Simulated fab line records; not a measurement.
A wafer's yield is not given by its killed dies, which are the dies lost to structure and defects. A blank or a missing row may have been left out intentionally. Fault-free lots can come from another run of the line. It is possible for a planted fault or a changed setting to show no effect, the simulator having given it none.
Which tool is to blame? || flow sky130 || 12 lots with 36 wafers sampled at 3 steps, on a route of 708 steps

WHAT THE GAUGES READ, wafer by wafer
SKY_NWELL_TW_MEAS_15.
{"lot": "L742", "measured": "day 4 21:33", "on": "filmMetro-02", "NWELL_TW": "1819 1837 1834"}
{"lot": "L743", "measured": "day 5 02:28", "on": "filmMetro-01", "NWELL_TW": "1826 1827 1827"}
{"lot": "L744", "measured": "day 5 09:24", "on": "filmMetro-01", "NWELL_TW": "1828 1823 1819"}
{"lot": "L745", "measured": "day 5 12:47", "on": "filmMetro-03", "NWELL_TW": "1820 1820 1829"}
{"lot": "L747", "measured": "day 6 02:09", "on": "filmMetro-03", "NWELL_TW": "1828 1824 1830"}
{"lot": "L749", "measured": "day 6 11:29", "on": "filmMetro-01", "NWELL_TW": "1837 1832 1833"}
{"lot": "L750", "measured": "day 6 19:48", "on": "filmMetro-03", "NWELL_TW": "1810 1820 1817"}
{"lot": "L752", "measured": "day 7 08:23", "on": "filmMetro-02", "NWELL_TW": "1822 1828 1820"}
{"lot": "L754", "measured": "day 7 18:35", "on": "filmMetro-01", "NWELL_TW": "1821 1823 1810"}
{"lot": "L755", "measured": "day 8 00:30", "on": "filmMetro-03", "NWELL_TW": "1815 1826 1820"}
{"lot": "L756", "measured": "day 8 09:41", "on": "filmMetro-02", "NWELL_TW": "1817 1816 1813"}
{"lot": "L757", "measured": "day 8 13:48", "on": "filmMetro-03", "NWELL_TW": "1830 1833 1840"}

SKY_VT_ADJUST_NCORE_TW_MEAS_11.
{"lot": "L742", "measured": "day 8 20:29", "on": "filmMetro-04", "VT_ADJUST_NCORE_TW": "218.9 218.2 218.2"}
{"lot": "L743", "measured": "day 9 02:16", "on": "filmMetro-04", "VT_ADJUST_NCORE_TW": "217.7 219.0 218.4"}
{"lot": "L744", "measured": "day 9 11:49", "on": "filmMetro-02", "VT_ADJUST_NCORE_TW": "219.7 218.9 219.8"}
{"lot": "L745", "measured": "day 9 15:01", "on": "filmMetro-04", "VT_ADJUST_NCORE_TW": "218.3 218.7 218.8"}
{"lot": "L747", "measured": "day 10 09:07", "on": "filmMetro-04", "VT_ADJUST_NCORE_TW": "216.6 215.7 216.3"}
{"lot": "L749", "measured": "day 10 20:08", "on": "filmMetro-04", "VT_ADJUST_NCORE_TW": "217.4 218.9 217.7"}
{"lot": "L750", "measured": "day 11 07:13", "on": "filmMetro-02", "VT_ADJUST_NCORE_TW": "219.1 219.5 219.0"}
{"lot": "L752", "measured": "day 12 00:22", "on": "filmMetro-02", "VT_ADJUST_NCORE_TW": "219.0 218.2 218.9"}
{"lot": "L754", "measured": "day 12 13:28", "on": "filmMetro-01", "VT_ADJUST_NCORE_TW": "219.2 218.9 219.9"}
{"lot": "L755", "measured": "day 12 19:40", "on": "filmMetro-04", "VT_ADJUST_NCORE_TW": "217.9 218.2 217.5"}
{"lot": "L756", "measured": "day 13 06:31", "on": "filmMetro-04", "VT_ADJUST_NCORE_TW": "219.3 217.5 219.1"}
{"lot": "L757", "measured": "day 13 12:14", "on": "filmMetro-02", "VT_ADJUST_NCORE_TW": "219.1 220.8 220.4"}

EACH LOT AND THE TOOL THAT RAN IT (in order: tool; ch and the chambers of the sampled wafers; start)
{"lot": "L742", "SKY_VT_ADJUST_HVTP_STRIP_10": "plasmaAsher-02 ch 0,1, day 6 09:03"}
{"lot": "L743", "SKY_VT_ADJUST_HVTP_STRIP_10": "plasmaAsher-02 ch 0,1, day 6 14:42"}
{"lot": "L744", "SKY_VT_ADJUST_HVTP_STRIP_10": "plasmaAsher-03 ch 1, day 6 21:59"}
{"lot": "L745", "SKY_VT_ADJUST_HVTP_STRIP_10": "plasmaAsher-02 ch 0,1, day 7 00:13"}
{"lot": "L747", "SKY_VT_ADJUST_HVTP_STRIP_10": "plasmaAsher-02 ch 0,1, day 7 15:47"}
{"lot": "L749", "SKY_VT_ADJUST_HVTP_STRIP_10": "plasmaAsher-04 ch 0,1, day 8 02:11"}
{"lot": "L750", "SKY_VT_ADJUST_HVTP_STRIP_10": "plasmaAsher-03 ch 0,1, day 8 11:54"}
{"lot": "L752", "SKY_VT_ADJUST_HVTP_STRIP_10": "plasmaAsher-03 ch 0,1, day 9 01:35"}
{"lot": "L754", "SKY_VT_ADJUST_HVTP_STRIP_10": "plasmaAsher-02 ch 0,1, day 9 12:59"}
{"lot": "L755", "SKY_VT_ADJUST_HVTP_STRIP_10": "plasmaAsher-02 ch 0,1, day 9 20:02"}
{"lot": "L756", "SKY_VT_ADJUST_HVTP_STRIP_10": "plasmaAsher-02 ch 0,1, day 10 05:02"}
{"lot": "L757", "SKY_VT_ADJUST_HVTP_STRIP_10": "plasmaAsher-03 ch 0,1, day 10 10:41"}
- SKY_VT_ADJUST_HVTP_STRIP_10: strips in O2/N2.

WHAT THE TOOLS THEMSELVES READ (means of the sampled wafers that have a number; where no wafer has one, the mark that the record gives instead)
SKY_VT_ADJUST_HVTP_STRIP_10.
{"lot": "L742", "tool": "plasmaAsher-02", "chamberPressureMTorr (mTorr)": 1499.3, "drypumpMotorCurrentA (A)": 5.36, "oesProductAu (a.u.)": 0.719, "stripTimeToEndpointS (s)": 14.13}
{"lot": "L743", "tool": "plasmaAsher-02", "chamberPressureMTorr (mTorr)": 1501.0, "drypumpMotorCurrentA (A)": 5.35, "oesProductAu (a.u.)": 0.717, "stripTimeToEndpointS (s)": 14.19}
{"lot": "L744", "tool": "plasmaAsher-03", "chamberPressureMTorr (mTorr)": 1500.2, "drypumpMotorCurrentA (A)": 5.74, "oesProductAu (a.u.)": 0.718, "stripTimeToEndpointS (s)": 14.14}
{"lot": "L745", "tool": "plasmaAsher-02", "chamberPressureMTorr (mTorr)": 1500.6, "drypumpMotorCurrentA (A)": 5.37, "oesProductAu (a.u.)": 0.718, "stripTimeToEndpointS (s)": 14.15}
{"lot": "L747", "tool": "plasmaAsher-02", "chamberPressureMTorr (mTorr)": 1499.7, "drypumpMotorCurrentA (A)": 5.33, "oesProductAu (a.u.)": 0.714, "stripTimeToEndpointS (s)": 14.18}
{"lot": "L749", "tool": "plasmaAsher-04", "chamberPressureMTorr (mTorr)": 1500.3, "drypumpMotorCurrentA (A)": 5.96, "oesProductAu (a.u.)": 0.713, "stripTimeToEndpointS (s)": 14.16}
{"lot": "L750", "tool": "plasmaAsher-03", "chamberPressureMTorr (mTorr)": 1500.8, "drypumpMotorCurrentA (A)": 5.52, "oesProductAu (a.u.)": 0.714, "stripTimeToEndpointS (s)": 14.12}
{"lot": "L752", "tool": "plasmaAsher-03", "chamberPressureMTorr (mTorr)": 1500.2, "drypumpMotorCurrentA (A)": 5.49, "oesProductAu (a.u.)": 0.713, "stripTimeToEndpointS (s)": 14.17}
{"lot": "L754", "tool": "plasmaAsher-02", "chamberPressureMTorr (mTorr)": 1499.3, "drypumpMotorCurrentA (A)": 5.32, "oesProductAu (a.u.)": 0.715, "stripTimeToEndpointS (s)": 14.16}
{"lot": "L755", "tool": "plasmaAsher-02", "chamberPressureMTorr (mTorr)": 1800.5, "drypumpMotorCurrentA (A)": 5.35, "oesProductAu (a.u.)": 0.736, "stripTimeToEndpointS (s)": 13.63}
{"lot": "L756", "tool": "plasmaAsher-02", "chamberPressureMTorr (mTorr)": 1800.5, "drypumpMotorCurrentA (A)": 5.34, "oesProductAu (a.u.)": 0.736, "stripTimeToEndpointS (s)": 13.59}
{"lot": "L757", "tool": "plasmaAsher-03", "chamberPressureMTorr (mTorr)": 1501.0, "drypumpMotorCurrentA (A)": 5.50, "oesProductAu (a.u.)": 0.713, "stripTimeToEndpointS (s)": 14.13}

THE ANSWER, worked out from the rows above alone
Rule: usual is defined by the lots themselves. The widest of any qualifying gaps counts: lots, ordered by their means at a reading, are off when they make up no more than a third of the lots, leave a main group of 4 or more, and stand apart from it by 3 or more times the standard deviation of that group's means. Not used: any main group whose means are identical at the precision the tables above print for the reading. A lot without any number at a reading at which 4 lots or more have one is off too. Where the step has rows for the other lots, those lots are counted as sound. Order of review: gauges by route order, followed by the tools' own readings, for which a lot's mean as printed above is used. At the first step where some lot is off, the reading lying furthest off is the one used; lots without a number count as furthest.
Off: L755, L756, at SKY_VT_ADJUST_HVTP_STRIP_10 (chamberPressureMTorr). For the main group the mean is 1500.2 mTorr and the standard deviation 0.61.
If a tool, at that step or one of the process steps before it, ran each lot that is off and ran no sound lot following the first of them, it fits. One fits: plasmaAsher-02 at SKY_VT_ADJUST_HVTP_STRIP_10. A fault onset in the window from L754 (day 9 12:59, its last sound lot) to L755 (day 9 20:02, its first lot off) fits.
The tool's own readings at SKY_VT_ADJUST_HVTP_STRIP_10 bear it out: on the lots that are off they differ by more than 5 times the standard deviation of the sound lots' means. chamberPressureMTorr reads 1800.5 mTorr there against 1500.2 mTorr on the sound lots; oesProductAu reads 0.736 a.u. there against 0.715 a.u. on the sound lots; stripTimeToEndpointS reads 13.61 s there against 14.15 s on the sound lots.

WHAT THE SIMULATOR PUT IN
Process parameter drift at SKY_VT_ADJUST_HVTP_STRIP_10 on plasmaAsher-02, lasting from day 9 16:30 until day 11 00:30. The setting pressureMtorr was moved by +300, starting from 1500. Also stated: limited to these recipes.
Lots struck among those shown: L755, L756. The rule above reached the same finding.
